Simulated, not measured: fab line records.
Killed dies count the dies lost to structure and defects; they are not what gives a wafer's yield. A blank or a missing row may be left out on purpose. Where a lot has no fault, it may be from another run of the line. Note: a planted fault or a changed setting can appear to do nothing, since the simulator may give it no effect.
A sampling plan put to the test + flow gf180mcu + one line in one fab, 44 faults in these records, each fault weighed on the records of the lots it struck
Plan = the line's own looks (route steps where a gauge or an inspection reads the wafer without altering it). Where struck wafers have a number at a look and the file lists that look's usual mean and standard deviation on fault-free wafers, the look can be judged. Caught: a look later than the fault's first step finds the struck wafers' mean 4 or more of those standard deviations (sigma) from the usual mean. On the tool: here the same test is run on the tool's own readings at the fault's steps. If the struck wafers alone have a blank record, or they carry another recipe, that too counts as caught.

THE FAULTS, as the simulator had put them in
1. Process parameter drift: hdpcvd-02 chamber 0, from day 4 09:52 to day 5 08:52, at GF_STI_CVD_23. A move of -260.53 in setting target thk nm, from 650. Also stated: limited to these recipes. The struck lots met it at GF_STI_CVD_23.
2. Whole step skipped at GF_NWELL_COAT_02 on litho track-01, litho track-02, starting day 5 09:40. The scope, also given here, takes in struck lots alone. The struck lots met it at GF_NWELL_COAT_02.
3. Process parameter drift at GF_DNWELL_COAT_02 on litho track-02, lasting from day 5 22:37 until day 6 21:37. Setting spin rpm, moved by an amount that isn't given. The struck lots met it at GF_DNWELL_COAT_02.
4. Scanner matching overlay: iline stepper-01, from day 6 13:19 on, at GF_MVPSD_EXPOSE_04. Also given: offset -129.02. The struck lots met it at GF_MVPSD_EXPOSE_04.
5. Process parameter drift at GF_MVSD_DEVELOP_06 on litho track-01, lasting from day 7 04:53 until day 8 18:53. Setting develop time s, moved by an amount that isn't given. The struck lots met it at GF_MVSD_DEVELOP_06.
6. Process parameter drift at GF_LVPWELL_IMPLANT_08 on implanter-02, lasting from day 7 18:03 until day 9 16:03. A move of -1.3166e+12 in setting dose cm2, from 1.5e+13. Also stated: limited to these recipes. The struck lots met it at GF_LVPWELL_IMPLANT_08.
7. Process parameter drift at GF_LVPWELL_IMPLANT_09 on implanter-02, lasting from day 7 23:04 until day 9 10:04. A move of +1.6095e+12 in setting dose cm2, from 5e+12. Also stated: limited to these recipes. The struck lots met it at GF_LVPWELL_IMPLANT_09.
8. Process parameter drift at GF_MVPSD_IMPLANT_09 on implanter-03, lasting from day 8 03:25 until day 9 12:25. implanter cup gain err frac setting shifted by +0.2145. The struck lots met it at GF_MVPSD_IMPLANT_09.
9. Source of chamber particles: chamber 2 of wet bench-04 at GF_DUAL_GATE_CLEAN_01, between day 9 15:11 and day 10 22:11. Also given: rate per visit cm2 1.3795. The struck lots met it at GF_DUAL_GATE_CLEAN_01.
10. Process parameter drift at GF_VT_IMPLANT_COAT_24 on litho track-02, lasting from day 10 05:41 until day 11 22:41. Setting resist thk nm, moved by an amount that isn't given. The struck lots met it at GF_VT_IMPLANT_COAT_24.
11. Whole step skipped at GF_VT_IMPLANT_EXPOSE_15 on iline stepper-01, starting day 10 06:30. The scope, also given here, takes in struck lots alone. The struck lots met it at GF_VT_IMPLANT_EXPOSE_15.
12. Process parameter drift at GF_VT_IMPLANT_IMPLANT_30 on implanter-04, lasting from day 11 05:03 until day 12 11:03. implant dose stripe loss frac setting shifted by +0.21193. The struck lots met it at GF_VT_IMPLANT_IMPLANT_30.
13. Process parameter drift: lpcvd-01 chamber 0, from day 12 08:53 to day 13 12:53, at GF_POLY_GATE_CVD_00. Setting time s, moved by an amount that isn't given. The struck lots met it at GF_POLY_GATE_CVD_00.
14. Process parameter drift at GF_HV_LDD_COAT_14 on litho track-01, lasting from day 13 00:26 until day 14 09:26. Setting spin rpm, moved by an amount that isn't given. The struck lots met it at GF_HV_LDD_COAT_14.
15. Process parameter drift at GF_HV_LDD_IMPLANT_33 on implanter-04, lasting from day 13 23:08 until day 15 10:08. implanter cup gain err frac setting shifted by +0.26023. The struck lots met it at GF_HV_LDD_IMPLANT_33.
16. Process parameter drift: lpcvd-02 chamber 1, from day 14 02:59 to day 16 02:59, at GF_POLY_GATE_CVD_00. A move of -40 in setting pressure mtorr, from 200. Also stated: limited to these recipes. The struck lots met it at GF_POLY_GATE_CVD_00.
17. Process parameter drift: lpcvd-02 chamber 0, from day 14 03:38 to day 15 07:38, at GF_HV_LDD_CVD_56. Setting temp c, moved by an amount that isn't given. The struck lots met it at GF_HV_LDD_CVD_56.
18. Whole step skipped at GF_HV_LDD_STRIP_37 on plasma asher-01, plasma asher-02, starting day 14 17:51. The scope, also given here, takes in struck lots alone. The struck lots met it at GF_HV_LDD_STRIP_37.
19. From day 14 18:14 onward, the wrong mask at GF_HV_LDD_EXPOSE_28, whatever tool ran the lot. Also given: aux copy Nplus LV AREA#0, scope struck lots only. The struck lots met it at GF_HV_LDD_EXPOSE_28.
20. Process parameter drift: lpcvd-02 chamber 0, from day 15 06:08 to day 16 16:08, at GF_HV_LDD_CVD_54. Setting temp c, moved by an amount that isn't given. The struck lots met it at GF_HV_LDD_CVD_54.
21. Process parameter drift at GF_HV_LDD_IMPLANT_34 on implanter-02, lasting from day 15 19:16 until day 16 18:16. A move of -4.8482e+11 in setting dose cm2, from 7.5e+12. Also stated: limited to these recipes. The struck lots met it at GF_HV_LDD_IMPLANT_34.
22. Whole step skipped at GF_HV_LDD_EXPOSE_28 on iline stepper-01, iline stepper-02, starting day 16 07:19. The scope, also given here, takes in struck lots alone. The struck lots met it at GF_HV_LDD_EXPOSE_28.
23. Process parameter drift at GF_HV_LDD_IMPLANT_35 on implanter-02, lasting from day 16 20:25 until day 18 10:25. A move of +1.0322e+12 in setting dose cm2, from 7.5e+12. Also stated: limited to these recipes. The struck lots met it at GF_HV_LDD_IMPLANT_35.
24. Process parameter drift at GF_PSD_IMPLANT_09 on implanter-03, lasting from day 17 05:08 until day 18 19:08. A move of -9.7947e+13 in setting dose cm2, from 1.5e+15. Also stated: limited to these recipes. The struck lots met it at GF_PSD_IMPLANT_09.
25. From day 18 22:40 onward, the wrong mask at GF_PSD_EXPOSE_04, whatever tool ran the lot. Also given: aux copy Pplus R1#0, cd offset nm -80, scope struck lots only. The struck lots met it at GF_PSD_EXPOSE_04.
26. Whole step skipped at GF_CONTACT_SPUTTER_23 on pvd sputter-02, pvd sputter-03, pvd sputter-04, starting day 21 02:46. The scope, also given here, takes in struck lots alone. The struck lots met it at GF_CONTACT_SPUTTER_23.
27. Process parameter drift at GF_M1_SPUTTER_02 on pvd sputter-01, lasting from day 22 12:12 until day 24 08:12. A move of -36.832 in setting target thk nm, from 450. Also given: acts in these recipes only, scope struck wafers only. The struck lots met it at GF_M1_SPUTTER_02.
28. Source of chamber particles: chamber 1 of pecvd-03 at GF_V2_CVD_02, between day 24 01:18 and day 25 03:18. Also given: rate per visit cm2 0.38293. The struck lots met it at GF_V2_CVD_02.
29. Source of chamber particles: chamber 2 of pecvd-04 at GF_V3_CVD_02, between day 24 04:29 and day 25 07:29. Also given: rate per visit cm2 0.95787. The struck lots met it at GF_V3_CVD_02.
30. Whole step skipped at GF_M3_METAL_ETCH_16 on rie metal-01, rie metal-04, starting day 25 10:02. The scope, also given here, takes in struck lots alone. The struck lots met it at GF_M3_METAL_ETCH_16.
31. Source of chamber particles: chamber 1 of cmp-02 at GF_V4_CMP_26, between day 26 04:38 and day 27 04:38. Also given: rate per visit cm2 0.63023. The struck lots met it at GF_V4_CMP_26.
32. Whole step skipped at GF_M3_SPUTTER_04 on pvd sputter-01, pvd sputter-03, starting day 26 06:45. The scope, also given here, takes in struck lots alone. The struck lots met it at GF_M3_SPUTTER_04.
33. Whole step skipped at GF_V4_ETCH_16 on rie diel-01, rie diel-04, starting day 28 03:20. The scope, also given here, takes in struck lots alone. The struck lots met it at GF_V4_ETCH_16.
34. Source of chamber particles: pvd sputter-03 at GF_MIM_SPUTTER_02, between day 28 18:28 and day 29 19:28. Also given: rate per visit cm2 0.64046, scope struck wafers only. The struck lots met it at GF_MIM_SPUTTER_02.
35. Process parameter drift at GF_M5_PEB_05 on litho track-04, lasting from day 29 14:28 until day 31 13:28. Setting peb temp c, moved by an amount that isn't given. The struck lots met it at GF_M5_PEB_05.
36. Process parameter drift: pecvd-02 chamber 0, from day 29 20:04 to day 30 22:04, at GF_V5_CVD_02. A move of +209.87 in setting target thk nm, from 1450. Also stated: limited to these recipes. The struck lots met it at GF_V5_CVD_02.
37. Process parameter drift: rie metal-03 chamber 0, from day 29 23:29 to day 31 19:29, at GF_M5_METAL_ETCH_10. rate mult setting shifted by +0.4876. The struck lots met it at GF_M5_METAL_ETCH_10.
38. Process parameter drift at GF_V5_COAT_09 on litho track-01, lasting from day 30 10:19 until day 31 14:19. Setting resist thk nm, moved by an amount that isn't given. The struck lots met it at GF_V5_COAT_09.
39. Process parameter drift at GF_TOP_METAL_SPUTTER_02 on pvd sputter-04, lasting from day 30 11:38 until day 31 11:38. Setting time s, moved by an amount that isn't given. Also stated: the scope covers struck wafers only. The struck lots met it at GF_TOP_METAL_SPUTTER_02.
40. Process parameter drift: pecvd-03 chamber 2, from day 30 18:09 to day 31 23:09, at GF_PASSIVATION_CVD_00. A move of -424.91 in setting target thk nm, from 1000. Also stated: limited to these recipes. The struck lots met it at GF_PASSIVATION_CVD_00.
41. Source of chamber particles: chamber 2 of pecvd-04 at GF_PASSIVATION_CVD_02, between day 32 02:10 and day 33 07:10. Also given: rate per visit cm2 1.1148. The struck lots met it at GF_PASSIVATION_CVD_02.
42. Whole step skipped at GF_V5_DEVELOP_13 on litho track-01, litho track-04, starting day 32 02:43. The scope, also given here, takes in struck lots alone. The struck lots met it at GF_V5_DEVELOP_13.
43. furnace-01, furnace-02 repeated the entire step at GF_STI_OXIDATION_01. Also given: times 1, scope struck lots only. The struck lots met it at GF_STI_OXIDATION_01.
44. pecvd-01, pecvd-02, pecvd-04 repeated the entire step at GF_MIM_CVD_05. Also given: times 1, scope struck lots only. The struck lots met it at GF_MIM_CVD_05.

WHAT THE PLAN SAW
| fault | on the tool itself                               | first look that catches it                      | reading, sigma                                              | median hours from its first step to that look | hours from the fault's start to the first struck lot there | judged looks passed uncaught |
|-------|--------------------------------------------------|-------------------------------------------------|-------------------------------------------------------------|-----------------------------------------------|------------------------------------------------------------|------------------------------|
| 1     | under 2 sigma                                    | GF_STI_THK_MEAS_24                              | STI_CVD_23_THK -39                                          | 0.1                                           | 3                                                          | 0                            |
| 2     | the tool's record is blank for the struck wafers | GF_LVPWELL_TW_MEAS_11                           | LVPWELL_TW +99 or beyond                                    | 22.7                                          | 26                                                         | 0                            |
| 3     | spin speed rpm -99 or beyond sigma               | no look after it can be judged                  | -                                                           | -                                             | -                                                          | 0                            |
| 4     | no reading that can be judged                    | GF_MVPSD_OVL_MEAS_07                            | MVPSD_OVL -99 or beyond                                     | 7.8                                           | 10                                                         | 0                            |
| 5     | no reading that can be judged                    | GF_MVSD_TW_MEAS_11                              | MVSD_TW -99 or beyond                                       | 0.8                                           | 3                                                          | 0                            |
| 6     | dose ions cm2 -73 sigma                          | GF_LVPWELL_TW_MEAS_11                           | LVPWELL_TW -4.1                                             | 0.4                                           | 3                                                          | 0                            |
| 7     | dose ions cm2 +99 or beyond sigma                | GF_VT_IMPLANT_RS_MEAS_48                        | LVPWELL_RS -24                                              | 111.9                                         | 111                                                        | 1                            |
| 8     | faraday current uA +11 sigma                     | GF_VT_IMPLANT_RS_MEAS_49                        | MVPSD_RS +13                                                | 73.2                                          | 86                                                         | 0                            |
| 9     | no reading that can be judged                    | none of the 2 looks that can be judged after it | -                                                           | -                                             | -                                                          | 2                            |
| 10    | no reading that can be judged                    | no look after it can be judged                  | -                                                           | -                                             | -                                                          | 0                            |
| 11    | no reading that can be judged                    | no look after it can be judged                  | -                                                           | -                                             | -                                                          | 0                            |
| 12    | no reading that can be judged                    | none of the 8 looks that can be judged after it | -                                                           | -                                             | -                                                          | 8                            |
| 13    | no reading that can be judged                    | GF_POLY_GATE_THK_MEAS_01                        | POLY_GATE_CVD_00_THK +5.8                                   | 1.3                                           | 6                                                          | 0                            |
| 14    | spin speed rpm +99 or beyond sigma               | none of the 4 looks that can be judged after it | strongest: cd nm at GF_HV_LDD_CD_MEAS_19, +3.9              | -                                             | -                                                          | 4                            |
| 15    | faraday current uA +13 sigma                     | GF_HV_LDD_RS_MEAS_53                            | HV_LDD_RS +5.0                                              | 22.6                                          | 28                                                         | 1                            |
| 16    | pressure mtorr -99 or beyond sigma               | GF_POLY_GATE_THK_MEAS_01                        | POLY_GATE_CVD_00_THK -9.8                                   | 1.3                                           | 9                                                          | 0                            |
| 17    | susceptor temp C +7.8 sigma                      | not the one look that can be judged after it    | strongest: HV_LDD_CVD_56_THK at GF_HV_LDD_THK_MEAS_57, +2.7 | -                                             | -                                                          | 1                            |
| 18    | the tool's record is blank for the struck wafers | GF_HV_LDD_TW_MEAS_50                            | HV_LDD_4_TW -99 or beyond                                   | 22.2                                          | 28                                                         | 0                            |
| 19    | no reading that can be judged                    | GF_HV_LDD_TW_MEAS_38                            | HV_LDD_3_TW -99 or beyond                                   | 11.4                                          | 16                                                         | 0                            |
| 20    | spike tc centre C +9.4 sigma                     | GF_HV_LDD_THK_MEAS_55                           | HV_LDD_CVD_54_THK +24                                       | 1.0                                           | 4                                                          | 0                            |
| 21    | dose ions cm2 -55 sigma                          | no look after it can be judged                  | -                                                           | -                                             | -                                                          | 0                            |
| 22    | no reading that can be judged                    | no look after it can be judged                  | -                                                           | -                                             | -                                                          | 0                            |
| 23    | dose ions cm2 +99 or beyond sigma                | not the one look that can be judged after it    | strongest: HV_LDD_RS at GF_HV_LDD_RS_MEAS_53, -3.3          | -                                             | -                                                          | 1                            |
| 24    | dose ions cm2 -54 sigma                          | GF_PSD_RS_MEAS_15                               | PSD_RS +7.1                                                 | 0.6                                           | 4                                                          | 0                            |
| 25    | under 2 sigma                                    | GF_PSD_CD_MEAS_07                               | cd nm -27                                                   | 11.5                                          | 17                                                         | 0                            |
| 26    | the tool's record is blank for the struck wafers | no look after it can be judged                  | -                                                           | -                                             | -                                                          | 0                            |
| 27    | under 2 sigma                                    | GF_M1_RS_MEAS_05                                | M1_ALCU_RS +7.0                                             | 0.1                                           | 6                                                          | 0                            |
| 28    | under 2 sigma                                    | not the one look that can be judged after it    | -                                                           | -                                             | -                                                          | 1                            |
| 29    | only faintly: heater power w +2.6 sigma          | none of the 6 looks that can be judged after it | -                                                           | -                                             | -                                                          | 6                            |
| 30    | the tool's record is blank for the struck wafers | no look after it can be judged                  | -                                                           | -                                             | -                                                          | 0                            |
| 31    | under 2 sigma                                    | none of the 3 looks that can be judged after it | -                                                           | -                                             | -                                                          | 3                            |
| 32    | the tool's record is blank for the struck wafers | GF_M3_THK_MEAS_06                               | M3_ALCU_THK +12                                             | 0.2                                           | 2                                                          | 0                            |
| 33    | the tool's record is blank for the struck wafers | no look after it can be judged                  | -                                                           | -                                             | -                                                          | 0                            |
| 34    | under 2 sigma                                    | not the one look that can be judged after it    | -                                                           | -                                             | -                                                          | 1                            |
| 35    | heater power total W +99 or beyond sigma         | GF_M5_CD_MEAS_07                                | cd nm -17                                                   | 0.3                                           | 17                                                         | 0                            |
| 36    | under 2 sigma                                    | GF_V5_THK_MEAS_03                               | V5_CVD_02_THK +14                                           | 0.1                                           | 4                                                          | 0                            |
| 37    | under 2 sigma                                    | no look after it can be judged                  | -                                                           | -                                             | -                                                          | 0                            |
| 38    | no reading that can be judged                    | GF_V5_CD_MEAS_14                                | cd nm -5.5                                                  | 9.2                                           | 10                                                         | 0                            |
| 39    | under 2 sigma                                    | GF_TOP_METAL_RS_MEAS_05                         | TOP_METAL_ALCU_RS -16                                       | 0.1                                           | 10                                                         | 0                            |
| 40    | under 2 sigma                                    | GF_PASSIVATION_THK_MEAS_01                      | PASSIVATION_CVD_00_THK -38                                  | 0.1                                           | 2                                                          | 0                            |
| 41    | only faintly: heater power w +2.4 sigma          | not the one look that can be judged after it    | -                                                           | -                                             | -                                                          | 1                            |
| 42    | no reading that can be judged                    | no look after it can be judged                  | -                                                           | -                                             | -                                                          | 0                            |
| 43    | no reading that can be judged                    | GF_STI_THK_MEAS_02                              | STI_OXIDATION_THK +31                                       | 3.0                                           | -                                                          | 0                            |
| 44    | under 2 sigma                                    | GF_MIM_THK_MEAS_06                              | MIM_CVD_05_THK +74                                          | 0.2                                           | -                                                          | 0                            |
A dash: the fault isn't caught, or these records don't give the number.

Caught at a look: 24 of 44. Caught on the tool: 19 of 44. By one or the other: 32 of 44.
On the tool alone, faults 3, 14, 17, 21, 23, 26, 30, 33 were caught.
Caught at a look alone: faults 1, 4, 5, 13, 19, 25, 27, 36, 38, 39, 40, 43, 44.
Caught by neither: faults 9, 10, 11, 12, 22, 28, 29, 31, 34, 37, 41, 42.

THINNER SAMPLING
If the look that catches a fault measured only every second or every third lot, by lot number, the first struck lot would be measured this late in the worst case:
| fault | struck lots at that look, in order of time | every lot | every second lot | every third lot |
|-------|--------------------------------------------|-----------|------------------|-----------------|
| 1     | L569, L571                                 | 3 h       | may miss all 2   | may miss all 2  |
| 2     | L344, L345, L346                           | 26 h      | 30 h             | 36 h            |
| 4     | L186, L189                                 | 10 h      | 29 h             | may miss all 2  |
| 5     | L599, L602                                 | 3 h       | 20 h             | may miss all 2  |
| 6     | L139, L140                                 | 3 h       | 8 h              | may miss all 2  |
| 7     | L284, L289                                 | 111 h     | 146 h            | may miss all 2  |
| 8     | L108, L109                                 | 86 h      | 96 h             | may miss all 2  |
| 13    | L591                                       | 6 h       | may miss it      | may miss it     |
| 15    | L943, L944                                 | 28 h      | 34 h             | may miss all 2  |
| 16    | L298                                       | 9 h       | may miss it      | may miss it     |
| 18    | L111, L112                                 | 28 h      | 39 h             | may miss all 2  |
| 19    | L698                                       | 16 h      | may miss it      | may miss it     |
| 20    | L637, L639                                 | 4 h       | may miss all 2   | may miss all 2  |
| 24    | L866, L867, L870                           | 4 h       | 18 h             | may miss all 3  |
| 25    | L293                                       | 17 h      | may miss it      | may miss it     |
| 27    | L321                                       | 6 h       | may miss it      | may miss it     |
| 32    | L210, L211                                 | 2 h       | 10 h             | may miss all 2  |
| 35    | L892, L893                                 | 17 h      | 25 h             | may miss all 2  |
| 36    | L228, L229                                 | 4 h       | 6 h              | may miss all 2  |
| 38    | L267, L269                                 | 10 h      | may miss all 2   | may miss all 2  |
| 39    | L573                                       | 10 h      | may miss it      | may miss it     |
| 40    | L164, L165                                 | 2 h       | 14 h             | may miss all 2  |
Hours count from the start of the fault until the first struck lot that is measured. 4 sigma limit: tested on the pooled struck wafers, so a lone lot may be under it. Other struck lots may not be in these records.

THE LONGEST TIMED WAY FROM STEP TO LOOK
Fault 7: a median of 111.9 hours passes between GF_LVPWELL_IMPLANT_09 and GF_VT_IMPLANT_RS_MEAS_48. The look between them that can be judged stayed within 4 sigma: GF_VT_IMPLANT_RS_MEAS_47.
